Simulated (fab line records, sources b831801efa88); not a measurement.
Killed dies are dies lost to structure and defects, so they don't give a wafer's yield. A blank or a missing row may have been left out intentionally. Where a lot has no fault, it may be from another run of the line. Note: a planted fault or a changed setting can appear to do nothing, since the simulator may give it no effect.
Matching of chambers | flow sky130 | SKY_METAL3_ETCH_17 on rie_diel-04: 4 sister chambers
The step etches SiO2 in C4F8/O2/Ar, stops on TiN, time 3.9 s, target depth 15 nm. 8 wafers are shown with their chamber, then 12 later ones without.

## EACH WAFER AND ITS CHAMBER
wafer  | chamber | oes_product_au (a.u.)
L084.2 | 3       | 0.754
L084.3 | 2       | 0.751
L084.4 | 0       | 0.763
L084.5 | 0       | 0.760
L084.6 | 1       | 0.755
L085.1 | 1       | 0.755
L085.3 | 2       | 0.769
L085.4 | 3       | 0.757

## WAFERS WITH NO CHAMBER GIVEN
wafer  | oes_product_au (a.u.)
L092.2 | 0.746
L092.4 | 0.754
L092.5 | 0.757
L094.1 | 0.748
L094.4 | 0.756
L094.5 | 0.757
L097.1 | 0.740
L097.2 | 0.746
L097.3 | 0.761
L097.4 | 0.760
L097.5 | 0.751
L097.6 | 0.759

## WHICH CHAMBER EACH ONE RAN IN
wafer  | from the rows above               | in truth
L092.2 | can't be placed: 1 or 3 or 2 or 0 | 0
L092.4 | can't be placed: 1 or 3 or 2 or 0 | 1
L092.5 | can't be placed: 3 or 1 or 2 or 0 | 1
L094.1 | can't be placed: 1 or 3 or 2 or 0 | 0
L094.4 | can't be placed: 3 or 1 or 2 or 0 | 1
L094.5 | can't be placed: 3 or 1 or 2 or 0 | 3
L097.1 | can't be placed: 1 or 3 or 2 or 0 | 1
L097.2 | can't be placed: 1 or 3 or 2 or 0 | 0
L097.3 | can't be placed: 0 or 2 or 3 or 1 | 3
L097.4 | can't be placed: 2 or 0 or 3 or 1 | 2
L097.5 | can't be placed: 1 or 3 or 2 or 0 | 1
L097.6 | can't be placed: 2 or 0 or 3 or 1 | 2
0 of 12 placed correctly. Can't be placed from these rows: 12 (the true chamber is among the candidates in 12). Number placed wrongly: 0.
How it was worked out, from the rows above alone: a wafer's distance from a chamber is the root of the sum, over the readings, of the square of ((its reading less the chamber's mean) divided by the reading's scatter). If the next closest chamber is less than 2 further off than the closest, the wafer can't be placed; otherwise it belongs to the closest. The mean given for a chamber averages the wafers shown for that chamber. How the scatter is found: for the shown wafers, subtract from each reading the mean of its chamber, square and add these, divide the total by (wafers less chambers), then take the root.
